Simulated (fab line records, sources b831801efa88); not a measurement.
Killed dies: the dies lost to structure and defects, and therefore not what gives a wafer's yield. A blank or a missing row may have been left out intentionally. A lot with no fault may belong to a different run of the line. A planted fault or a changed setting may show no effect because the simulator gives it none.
fab line records / flow sky130
record lots=6 wafers=18 last-day=50
route steps=708 shown POLY_GATE@235 LDD_N@237
lots that met no fault: from a run of the same line without faults
start-h: start of the lot's first displayed wafer, in hours after the record's first day / wait-h: hours since the lot's step before / " repeats the value in the row above / L1.1+2: several wafers, shown together as one row / - no value, or no start was given / * or withheld: withheld / < > ~ a bound
route shown NAME@n: names a module that has steps shown in the file, with the first one's number in the route / usual: mean/standard deviation of fault-free wafers / same: alike in all rows / chamber/n: place in a boat / sites: each site's reading / _std_site: standard deviation across them / _edge_site: outer sites' mean less inner sites' / radius-mm: for every site, how far away it sits from the centre of the wafer / mask NAME#n: copy n / behind: the tool/chamber that last shaped the wafer / hold: why the lot was held/for how many hours/how that ended / device: the transistor (n, p or np) that didn't switch / end of line: the tests these same wafers got at the end of their route / where a step has no rows: the recipe by itself / killed: dies lost to structure and defects at the first sort, not the wafer's yield / map: a wafer's dies, x killed, . not, _ none there
set.NAME: the run value of the setting; set.NAME@STEP: its run value at that earlier step / model.NAME: the simulator's own value behind a step, which no gauge read
lots at selected steps of the route; one table per step, one row per wafer
services: the hour from which a tool's chamber was out of use, counted from the record's first day as start-h (under 0 if before that day), plus the number of hours and why
## steps
# step SKY_POLY_GATE_THK_MEAS_21
# recipe reads=SiO2_of_POLY_GATE_OXIDATION_20
# usual POLY_GATE_OXIDATION_THK=3.98/0.086
lot.wafer=L918.2 tool=film-metro-01 chamber=- start-h=444.75 wait-h=0.0 POLY_GATE_OXIDATION_THK[nm]=4.04
lot.wafer=L918.5 tool=film-metro-01 chamber=- start-h=444.75 wait-h=0.0 POLY_GATE_OXIDATION_THK[nm]=4.09
lot.wafer=L918.6 tool=film-metro-01 chamber=- start-h=444.75 wait-h=0.0 POLY_GATE_OXIDATION_THK[nm]=4.01
lot.wafer=L922.2 tool=film-metro-03 chamber=- start-h=472.90 wait-h=0.0 POLY_GATE_OXIDATION_THK[nm]=4.00
lot.wafer=L922.4 tool=film-metro-03 chamber=- start-h=472.90 wait-h=0.0 POLY_GATE_OXIDATION_THK[nm]=3.90
lot.wafer=L922.6 tool=film-metro-03 chamber=- start-h=472.90 wait-h=0.0 POLY_GATE_OXIDATION_THK[nm]=3.92
lot.wafer=L926.2 tool=film-metro-01 chamber=- start-h=509.87 wait-h=0.0 POLY_GATE_OXIDATION_THK[nm]=3.91
lot.wafer=L926.3 tool=film-metro-01 chamber=- start-h=509.87 wait-h=0.0 POLY_GATE_OXIDATION_THK[nm]=3.91
lot.wafer=L926.4 tool=film-metro-01 chamber=- start-h=509.87 wait-h=0.0 POLY_GATE_OXIDATION_THK[nm]=3.95
lot.wafer=L928.1 tool=film-metro-02 chamber=- start-h=532.52 wait-h=0.0 POLY_GATE_OXIDATION_THK[nm]=3.97
lot.wafer=L928.3 tool=film-metro-02 chamber=- start-h=532.52 wait-h=0.0 POLY_GATE_OXIDATION_THK[nm]=3.93
lot.wafer=L928.6 tool=film-metro-02 chamber=- start-h=532.52 wait-h=0.0 POLY_GATE_OXIDATION_THK[nm]=3.92
lot.wafer=L932.2 tool=film-metro-03 chamber=- start-h=550.68 wait-h=0.0 POLY_GATE_OXIDATION_THK[nm]=4.01
lot.wafer=L932.4 tool=film-metro-03 chamber=- start-h=550.68 wait-h=0.0 POLY_GATE_OXIDATION_THK[nm]=3.96
lot.wafer=L932.6 tool=film-metro-03 chamber=- start-h=550.68 wait-h=0.0 POLY_GATE_OXIDATION_THK[nm]=3.98
lot.wafer=L933.3 tool=film-metro-01 chamber=- start-h=568.04 wait-h=0.0 POLY_GATE_OXIDATION_THK[nm]=4.10
lot.wafer=L933.4 tool=film-metro-01 chamber=- start-h=568.04 wait-h=0.0 POLY_GATE_OXIDATION_THK[nm]=4.11
lot.wafer=L933.5 tool=film-metro-01 chamber=- start-h=568.04 wait-h=0.0 POLY_GATE_OXIDATION_THK[nm]=4.09
# step SKY_POLY_GATE_CD_MEAS_22
# usual cd-nm=150.4/2.5
lot.wafer=L918.2 tool=cd-sem-02 chamber=- start-h=444.83 wait-h=0.1 cd-nm=151.3
lot.wafer=L918.5 tool=cd-sem-02 chamber=- start-h=444.83 wait-h=0.1 cd-nm=155.2
lot.wafer=L918.6 tool=cd-sem-02 chamber=- start-h=444.83 wait-h=0.1 cd-nm=154.4
lot.wafer=L922.2 tool=cd-sem-01 chamber=- start-h=472.98 wait-h=0.1 cd-nm=150.1
lot.wafer=L922.4 tool=cd-sem-01 chamber=- start-h=472.98 wait-h=0.1 cd-nm=150.6
lot.wafer=L922.6 tool=cd-sem-01 chamber=- start-h=472.98 wait-h=0.1 cd-nm=150.3
lot.wafer=L926.2 tool=cd-sem-01 chamber=- start-h=509.95 wait-h=0.1 cd-nm=147.8
lot.wafer=L926.3 tool=cd-sem-01 chamber=- start-h=509.95 wait-h=0.1 cd-nm=152.6
lot.wafer=L926.4 tool=cd-sem-01 chamber=- start-h=509.95 wait-h=0.1 cd-nm=148.3
lot.wafer=L928.1 tool=cd-sem-02 chamber=- start-h=532.58 wait-h=0.1 cd-nm=149.7
lot.wafer=L928.3 tool=cd-sem-02 chamber=- start-h=532.58 wait-h=0.1 cd-nm=153.5
lot.wafer=L928.6 tool=cd-sem-02 chamber=- start-h=532.58 wait-h=0.1 cd-nm=148.6
lot.wafer=L932.2 tool=cd-sem-02 chamber=- start-h=550.76 wait-h=0.1 cd-nm=146.9
lot.wafer=L932.4 tool=cd-sem-02 chamber=- start-h=550.76 wait-h=0.1 cd-nm=143.8
lot.wafer=L932.6 tool=cd-sem-02 chamber=- start-h=550.76 wait-h=0.1 cd-nm=147.8
lot.wafer=L933.3 tool=cd-sem-02 chamber=- start-h=568.14 wait-h=0.1 cd-nm=149.9
lot.wafer=L933.4 tool=cd-sem-02 chamber=- start-h=568.14 wait-h=0.1 cd-nm=145.2
lot.wafer=L933.5 tool=cd-sem-02 chamber=- start-h=568.14 wait-h=0.1 cd-nm=149.4
# step SKY_LDD_N_DEHYDRATE_00
# recipe temp-c=200 time-s=60
# step SKY_LDD_N_HMDS_01
# recipe prime-time-s=60 prime-temp-c=120
# step SKY_LDD_N_COAT_02
# recipe resist=NOVOLAK spin-rpm=3000 resist-thk-nm=300
# step SKY_LDD_N_SOFTBAKE_03
# recipe temp-c=90 time-s=60 resist=NOVOLAK
# step SKY_LDD_N_EXPOSE_04
# recipe mask-id=NTM target-cd-nm=840 na=0.6 source-shape=conventional sigma-outer=0.6 dose-mj=110
# step SKY_LDD_N_PEB_05
# recipe temp-c=withheld time-s=* resist=NOVOLAK
# step SKY_LDD_N_DEVELOP_06
# recipe develop-time-s=60 dev-temp-c=23
# step SKY_LDD_N_OVL_MEAS_07
# usual LDD_N_OVL=0.8/1.1
lot.wafer=L918.2 tool=overlay-01 chamber=- start-h=475.56 wait-h=0.1 LDD_N_OVL[nm]=0.7
lot.wafer=L918.5 tool=overlay-01 chamber=- start-h=475.56 wait-h=0.1 LDD_N_OVL[nm]=1.8
lot.wafer=L918.6 tool=overlay-01 chamber=- start-h=475.56 wait-h=0.1 LDD_N_OVL[nm]=1.7
lot.wafer=L922.2 tool=overlay-01 chamber=- start-h=503.74 wait-h=0.1 LDD_N_OVL[nm]=1.1
lot.wafer=L922.4 tool=overlay-01 chamber=- start-h=503.74 wait-h=0.1 LDD_N_OVL[nm]=-0.6
lot.wafer=L922.6 tool=overlay-01 chamber=- start-h=503.74 wait-h=0.1 LDD_N_OVL[nm]=0.2
lot.wafer=L926.2 tool=overlay-01 chamber=- start-h=540.14 wait-h=0.1 LDD_N_OVL[nm]=0.5
lot.wafer=L926.3 tool=overlay-01 chamber=- start-h=540.14 wait-h=0.1 LDD_N_OVL[nm]=-1.8
lot.wafer=L926.4 tool=overlay-01 chamber=- start-h=540.14 wait-h=0.1 LDD_N_OVL[nm]=-1.1
lot.wafer=L928.1 tool=overlay-01 chamber=- start-h=562.30 wait-h=0.1 LDD_N_OVL[nm]=-0.7
lot.wafer=L928.3 tool=overlay-01 chamber=- start-h=562.30 wait-h=0.1 LDD_N_OVL[nm]=1.2
lot.wafer=L928.6 tool=overlay-01 chamber=- start-h=562.30 wait-h=0.1 LDD_N_OVL[nm]=1.7
lot.wafer=L932.2 tool=overlay-02 chamber=- start-h=580.54 wait-h=0.1 LDD_N_OVL[nm]=2.6
lot.wafer=L932.4 tool=overlay-02 chamber=- start-h=580.54 wait-h=0.1 LDD_N_OVL[nm]=0.8
lot.wafer=L932.6 tool=overlay-02 chamber=- start-h=580.54 wait-h=0.1 LDD_N_OVL[nm]=2.0
lot.wafer=L933.3 tool=overlay-01 chamber=- start-h=597.77 wait-h=0.1 LDD_N_OVL[nm]=0.0
lot.wafer=L933.4 tool=overlay-01 chamber=- start-h=597.77 wait-h=0.1 LDD_N_OVL[nm]=0.8
lot.wafer=L933.5 tool=overlay-01 chamber=- start-h=597.77 wait-h=0.1 LDD_N_OVL[nm]=0.6
# step SKY_LDD_N_IMPLANT_08
# recipe species=As energy-kev=20 dose-cm2=7.5e+13 tilt-deg=withheld rotation-deg=23
# step SKY_LDD_N_IMPLANT_09
# recipe species=As energy-kev=20 dose-cm2=7.5e+13 tilt-deg=withheld rotation-deg=113
# step SKY_LDD_N_IMPLANT_10
# recipe species=As energy-kev=20 dose-cm2=7.5e+13 tilt-deg=withheld rotation-deg=203
# usual beam-energy-keV=19.998/0.006 beam-on-s=10.00/0.19 implant-ion-amu=75/0
lot.wafer=L918.2 tool=implanter-02 chamber=0 start-h=475.91 wait-h=0.1 beam-energy-keV=19.996 beam-on-s=10.39 implant-ion-amu=75
lot.wafer=L918.5 tool=implanter-02 chamber=0 start-h=475.91 wait-h=0.1 beam-energy-keV=20.003 beam-on-s=9.96 implant-ion-amu=75
lot.wafer=L918.6 tool=implanter-02 chamber=0 start-h=475.91 wait-h=0.1 beam-energy-keV=19.996 beam-on-s=9.91 implant-ion-amu=75
lot.wafer=L922.2 tool=implanter-02 chamber=0 start-h=504.09 wait-h=0.1 beam-energy-keV=20.007 beam-on-s=9.97 implant-ion-amu=75
lot.wafer=L922.4 tool=implanter-02 chamber=0 start-h=504.09 wait-h=0.1 beam-energy-keV=20.004 beam-on-s=9.74 implant-ion-amu=75
lot.wafer=L922.6 tool=implanter-02 chamber=0 start-h=504.09 wait-h=0.1 beam-energy-keV=20.001 beam-on-s=9.55 implant-ion-amu=75
lot.wafer=L926.2 tool=implanter-02 chamber=- start-h=540.49 wait-h=0.1 beam-energy-keV=- beam-on-s=- implant-ion-amu=-
lot.wafer=L926.3 tool=implanter-02 chamber=- start-h=540.49 wait-h=0.1 beam-energy-keV=- beam-on-s=- implant-ion-amu=-
lot.wafer=L926.4 tool=implanter-02 chamber=- start-h=540.49 wait-h=0.1 beam-energy-keV=- beam-on-s=- implant-ion-amu=-
lot.wafer=L928.1 tool=implanter-01 chamber=- start-h=562.64 wait-h=0.1 beam-energy-keV=- beam-on-s=- implant-ion-amu=-
lot.wafer=L928.3 tool=implanter-01 chamber=- start-h=562.64 wait-h=0.1 beam-energy-keV=- beam-on-s=- implant-ion-amu=-
lot.wafer=L928.6 tool=implanter-01 chamber=- start-h=562.64 wait-h=0.1 beam-energy-keV=- beam-on-s=- implant-ion-amu=-
lot.wafer=L932.2 tool=implanter-01 chamber=0 start-h=580.89 wait-h=0.1 beam-energy-keV=19.995 beam-on-s=10.26 implant-ion-amu=75
lot.wafer=L932.4 tool=implanter-01 chamber=0 start-h=580.89 wait-h=0.1 beam-energy-keV=19.997 beam-on-s=9.88 implant-ion-amu=75
lot.wafer=L932.6 tool=implanter-01 chamber=0 start-h=580.89 wait-h=0.1 beam-energy-keV=19.995 beam-on-s=10.01 implant-ion-amu=75
lot.wafer=L933.3 tool=implanter-01 chamber=0 start-h=598.14 wait-h=0.1 beam-energy-keV=19.996 beam-on-s=10.02 implant-ion-amu=75
lot.wafer=L933.4 tool=implanter-01 chamber=0 start-h=598.14 wait-h=0.1 beam-energy-keV=20.009 beam-on-s=9.89 implant-ion-amu=75
lot.wafer=L933.5 tool=implanter-01 chamber=0 start-h=598.14 wait-h=0.1 beam-energy-keV=20.003 beam-on-s=10.03 implant-ion-amu=75
# step SKY_LDD_N_IMPLANT_11
# recipe species=As energy-kev=20 dose-cm2=7.5e+13 tilt-deg=withheld rotation-deg=293
# step SKY_LDD_N_IMPLANT_12
# recipe species=BF2 energy-kev=50 dose-cm2=5e+12 tilt-deg=30 rotation-deg=0
# step SKY_LDD_N_IMPLANT_13
# recipe species=BF2 energy-kev=50 dose-cm2=5e+12 tilt-deg=30 rotation-deg=90
# step SKY_LDD_N_IMPLANT_14
# recipe species=BF2 energy-kev=50 dose-cm2=5e+12 tilt-deg=30 rotation-deg=180
# step SKY_LDD_N_IMPLANT_15
# recipe species=BF2 energy-kev=50 dose-cm2=5e+12 tilt-deg=30 rotation-deg=270
# step SKY_LDD_N_STRIP_16
# recipe chemistry=O2/N2 power-w=1400 pressure-mtorr=1500 platen-temp-c=withheld o2-flow-sccm=3000 n2-flow-sccm=300 overash-fraction=0.5
# usual drypump-motor-current-A=5.9/0.56 oes-product-au=0.406/0.0047 strip-time-to-endpoint-s=4.313/0.015
# same overash-fraction=0.5
lot.wafer=L918.2 tool=plasma-asher-04 chamber=0 start-h=476.79 wait-h=0.1 drypump-motor-current-A=6.4 oes-product-au=0.405 rf-hours-counter-h=4 strip-time-to-endpoint-s=4.288
lot.wafer=L918.5 tool=plasma-asher-04 chamber=0 start-h=476.79 wait-h=0.1 drypump-motor-current-A=6.4 oes-product-au=0.412 rf-hours-counter-h=- strip-time-to-endpoint-s=4.305
lot.wafer=L918.6 tool=plasma-asher-04 chamber=1 start-h=476.79 wait-h=0.1 drypump-motor-current-A=6.6 oes-product-au=0.405 rf-hours-counter-h=- strip-time-to-endpoint-s=4.304
lot.wafer=L922.2 tool=plasma-asher-04 chamber=1 start-h=504.97 wait-h=0.1 drypump-motor-current-A=6.6 oes-product-au=0.403 rf-hours-counter-h=7 strip-time-to-endpoint-s=4.309
lot.wafer=L922.4 tool=plasma-asher-04 chamber=1 start-h=504.97 wait-h=0.1 drypump-motor-current-A=6.6 oes-product-au=0.408 rf-hours-counter-h=- strip-time-to-endpoint-s=4.320
lot.wafer=L922.6 tool=plasma-asher-04 chamber=0 start-h=504.97 wait-h=0.1 drypump-motor-current-A=6.4 oes-product-au=0.404 rf-hours-counter-h=- strip-time-to-endpoint-s=4.314
lot.wafer=L926.2 tool=plasma-asher-02 chamber=1 start-h=541.37 wait-h=0.1 drypump-motor-current-A=5.6 oes-product-au=0.410 rf-hours-counter-h=76 strip-time-to-endpoint-s=4.131
lot.wafer=L926.3 tool=plasma-asher-02 chamber=1 start-h=541.37 wait-h=0.1 drypump-motor-current-A=5.6 oes-product-au=0.408 rf-hours-counter-h=- strip-time-to-endpoint-s=4.129
lot.wafer=L926.4 tool=plasma-asher-02 chamber=0 start-h=541.37 wait-h=0.1 drypump-motor-current-A=5.0 oes-product-au=0.409 rf-hours-counter-h=- strip-time-to-endpoint-s=4.164
lot.wafer=L928.1 tool=plasma-asher-03 chamber=0 start-h=563.54 wait-h=0.1 drypump-motor-current-A=6.0 oes-product-au=0.401 rf-hours-counter-h=45 strip-time-to-endpoint-s=4.153
lot.wafer=L928.3 tool=plasma-asher-03 chamber=1 start-h=563.54 wait-h=0.1 drypump-motor-current-A=6.2 oes-product-au=0.409 rf-hours-counter-h=- strip-time-to-endpoint-s=4.166
lot.wafer=L928.6 tool=plasma-asher-03 chamber=0 start-h=563.54 wait-h=0.1 drypump-motor-current-A=6.0 oes-product-au=0.404 rf-hours-counter-h=- strip-time-to-endpoint-s=4.144
lot.wafer=L932.2 tool=plasma-asher-03 chamber=1 start-h=581.77 wait-h=0.1 drypump-motor-current-A=6.2 oes-product-au=0.402 rf-hours-counter-h=47 strip-time-to-endpoint-s=4.340
lot.wafer=L932.4 tool=plasma-asher-03 chamber=1 start-h=581.77 wait-h=0.1 drypump-motor-current-A=6.2 oes-product-au=0.397 rf-hours-counter-h=- strip-time-to-endpoint-s=4.360
lot.wafer=L932.6 tool=plasma-asher-03 chamber=0 start-h=581.77 wait-h=0.1 drypump-motor-current-A=6.1 oes-product-au=0.413 rf-hours-counter-h=- strip-time-to-endpoint-s=4.316
lot.wafer=L933.3 tool=plasma-asher-02 chamber=0 start-h=599.02 wait-h=0.1 drypump-motor-current-A=5.0 oes-product-au=0.406 rf-hours-counter-h=- strip-time-to-endpoint-s=4.332
lot.wafer=L933.4 tool=plasma-asher-02 chamber=1 start-h=599.02 wait-h=0.1 drypump-motor-current-A=5.6 oes-product-au=0.406 rf-hours-counter-h=- strip-time-to-endpoint-s=4.310
lot.wafer=L933.5 tool=plasma-asher-02 chamber=0 start-h=599.02 wait-h=0.1 drypump-motor-current-A=4.9 oes-product-au=0.402 rf-hours-counter-h=- strip-time-to-endpoint-s=4.307
# step SKY_LDD_N_TW_MEAS_17
# usual LDD_N_TW=2577/21
lot.wafer=L918.2 tool=film-metro-03 chamber=- start-h=476.90 wait-h=0.1 LDD_N_TW=2599
lot.wafer=L918.5 tool=film-metro-03 chamber=- start-h=476.90 wait-h=0.1 LDD_N_TW=2590
lot.wafer=L918.6 tool=film-metro-03 chamber=- start-h=476.90 wait-h=0.1 LDD_N_TW=2583
lot.wafer=L922.2 tool=film-metro-04 chamber=- start-h=505.08 wait-h=0.1 LDD_N_TW=2549
lot.wafer=L922.4 tool=film-metro-04 chamber=- start-h=505.08 wait-h=0.1 LDD_N_TW=2564
lot.wafer=L922.6 tool=film-metro-04 chamber=- start-h=505.08 wait-h=0.1 LDD_N_TW=2544
lot.wafer=L926.2 tool=film-metro-01 chamber=- start-h=541.48 wait-h=0.1 LDD_N_TW=2458
lot.wafer=L926.3 tool=film-metro-01 chamber=- start-h=541.48 wait-h=0.1 LDD_N_TW=2458
lot.wafer=L926.4 tool=film-metro-01 chamber=- start-h=541.48 wait-h=0.1 LDD_N_TW=2467
lot.wafer=L928.1 tool=film-metro-04 chamber=- start-h=563.64 wait-h=0.1 LDD_N_TW=2412
lot.wafer=L928.3 tool=film-metro-04 chamber=- start-h=563.64 wait-h=0.1 LDD_N_TW=2407
lot.wafer=L928.6 tool=film-metro-04 chamber=- start-h=563.64 wait-h=0.1 LDD_N_TW=2407
lot.wafer=L932.2 tool=film-metro-03 chamber=- start-h=581.88 wait-h=0.1 LDD_N_TW=2575
lot.wafer=L932.4 tool=film-metro-03 chamber=- start-h=581.88 wait-h=0.1 LDD_N_TW=2590
lot.wafer=L932.6 tool=film-metro-03 chamber=- start-h=581.88 wait-h=0.1 LDD_N_TW=2602
lot.wafer=L933.3 tool=film-metro-04 chamber=- start-h=599.11 wait-h=0.1 LDD_N_TW=2557
lot.wafer=L933.4 tool=film-metro-04 chamber=- start-h=599.11 wait-h=0.1 LDD_N_TW=2552
lot.wafer=L933.5 tool=film-metro-04 chamber=- start-h=599.11 wait-h=0.1 LDD_N_TW=2553
## services
tool=implanter-01 chamber=- start-h=459.86 hours=13.2 kind=pm
tool=plasma-asher-04 chamber=- start-h=498.72 hours=4.6 kind=repair
tool=plasma-asher-04 chamber=- start-h=503.07 hours=0.6 kind=repair
tool=plasma-asher-02 chamber=- start-h=519.95 hours=1.2 kind=repair
tool=implanter-01 chamber=- start-h=527.84 hours=2.5 kind=repair
tool=plasma-asher-03 chamber=- start-h=558.74 hours=1.5 kind=repair
tool=plasma-asher-03 chamber=- start-h=570.37 hours=0.9 kind=repair
tool=plasma-asher-04 chamber=- start-h=572.55 hours=4.0 kind=repair
tool=implanter-02 chamber=- start-h=575.13 hours=5.9 kind=pm
tool=plasma-asher-04 chamber=- start-h=585.17 hours=0.8 kind=repair
## key
first-sign step=SKY_LDD_N_IMPLANT_10 reading=tool-record direction=missing
effect step=SKY_LDD_N_STRIP_16 reading=strip-time-to-endpoint-s direction=down sigmas=11 usual=* struck=*
effect step=SKY_LDD_N_TW_MEAS_17 reading=LDD_N_TW direction=down sigmas=6.6 usual=2577 struck=2435
met-at SKY_LDD_N_IMPLANT_10
struck-wafers L926.2,L926.3,L926.4,L928.1,L928.3,L928.6
later-rows-left-out L926.2,L926.3,L926.4,L928.1,L928.3,L928.6
sort-left-out L926.2,L926.3,L926.4,L928.1,L928.3,L928.6
tester-left-out L926,L928
onset-between 504.09 540.49
fault kind=skipped-step-whole tool=implanter-01,implanter-02 chamber=- onset-h=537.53 steps=SKY_LDD_N_IMPLANT_10 scope=struck-lots-only
# tester-left-out: of these lots the tester's yield and bins aren't shown, on N5 and GAA mostly nor the transistor test; their killed dies are dies lost to structure and defects alone, not to doping, threshold or leakage, so they don't give the yield
# sort-left-out: the simulated sort isn't trusted on such a fault, so these wafers' sort isn't shown, and their yield isn't known
# later-rows-left-out: the simulator's readings of these wafers behind a module that went badly wrong aren't trusted and aren't shown, but for the sort
